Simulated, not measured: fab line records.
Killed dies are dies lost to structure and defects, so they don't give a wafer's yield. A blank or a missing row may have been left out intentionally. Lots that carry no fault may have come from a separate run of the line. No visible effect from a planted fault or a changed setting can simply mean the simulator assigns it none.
The tool behind it: which one? ; flow sky130 ; Sampling: 13 lots, 39 wafers, 2 of 708 route steps

## WHAT THE GAUGES SHOWED, per wafer
The record lacks any reading of a measuring or inspecting step that a usual standard deviation could be used to judge.

## TOOL THAT RAN EACH LOT (tool first, then ch and the chambers of the sampled wafers, then the start)
lot;SKY_VIA4_STRIP_14;SKY_PAD_OPEN_PROBE_99
L948;wet_bench-02 ch 1, day 42 20:17;-
L949;wet_bench-04 ch 0, day 43 04:14;-
L950;wet_bench-02 ch 0, day 43 15:21;-
L951;wet_bench-04 ch 2, day 43 16:29;-
L957;wet_bench-04 ch 2, day 45 11:44;-
L959;wet_bench-01 ch 2, day 45 15:48;-
L958;wet_bench-04 ch 1, day 45 19:14;prober-01, day 48 10:45
L962;wet_bench-02 ch 2, day 46 16:02;prober-02, day 49 05:58
L964;wet_bench-01 ch 3, day 47 04:59;-
L965;wet_bench-04 ch 0, day 47 05:39;-
L968;wet_bench-01 ch 3, day 47 21:08;-
L969;wet_bench-01 ch 1, day 48 03:59;-
L970;wet_bench-01 ch 2, day 48 17:42;-
- SKY_VIA4_STRIP_14: strips in post etch residue remover, time 1200 s.
- SKY_PAD_OPEN_PROBE_99

## AS READ BY THE TOOLS THEMSELVES (means over the sampled wafers that have a number; for cases with no such wafer, the mark the record gives instead)
SKY_PAD_OPEN_PROBE_99. Usual: defect_limited_yield 82.6 %, standard deviation 1.9; killed_at_M0_to_M3 43, standard deviation 7.7; killed_at_M4_up 2.9, standard deviation 1.7; killed_at_contacts 24, standard deviation 5.5; killed_at_front_end 15, standard deviation 4; killed_at_other 0.4, standard deviation 0.66; killed_dies 86, standard deviation 9.4; killed_open 47, standard deviation 6.7; killed_short 38, standard deviation 6.2; sort_bin_3_pad_short 0.8 %, standard deviation 0.42; sort_bin_5_function 10.3 %, standard deviation 1.5; sort_bin_6_memory 6.4 %, standard deviation 1.1; sort_n_pass 406, standard deviation 9.4; sort_yield_pct 82.6 %, standard deviation 1.9.
lot;tool;defect_limited_yield (%);killed_at_M0_to_M3;killed_at_M4_up;killed_at_contacts;killed_at_front_end;killed_at_other;killed_dies;killed_open;killed_short;sort_bin_3_pad_short (%);sort_bin_5_function (%);sort_bin_6_memory (%);sort_n_pass;sort_yield_pct (%);flag
L958;prober-01;78.6;48;22.7;22;12;0.0;105;50;36;1.8;13.3;6.2;387;78.6;OFF
L962;prober-02;83.9;38;2.0;22;17;0.0;79;42;37;0.9;9.6;5.6;413;83.9;

## THE ANSWER, worked out from the rows above alone
Rule: take the mean of a lot's wafers that have a number; if it is more than 3 standard deviations from the usual mean, the lot is off. Also off: a lot with no number at a reading for which 4 or more lots have one. The other lots that the step has rows for count as sound. First the gauges in route order, then the tools' own readings, where a lot's mean is used as printed above. At the first step where some lot is off, the reading lying furthest off is the one used; lots without a number count as furthest.
Off: L958 (SKY_PAD_OPEN_PROBE_99, killed_at_M4_up). Neither off nor sound, because the step has no rows for them: L948, L949, L950, L951, L957, L959, L964, L965, L968, L969, L970.
If a tool, at that step or one of the process steps before it, ran each lot that is off and ran no sound lot following the first of them, it fits. 2 tools fit, wet_bench-04 at SKY_VIA4_STRIP_14 and prober-01 at SKY_PAD_OPEN_PROBE_99, so this cannot tell which one it is.

## WHAT HAD BEEN PUT IN BY THE SIMULATOR
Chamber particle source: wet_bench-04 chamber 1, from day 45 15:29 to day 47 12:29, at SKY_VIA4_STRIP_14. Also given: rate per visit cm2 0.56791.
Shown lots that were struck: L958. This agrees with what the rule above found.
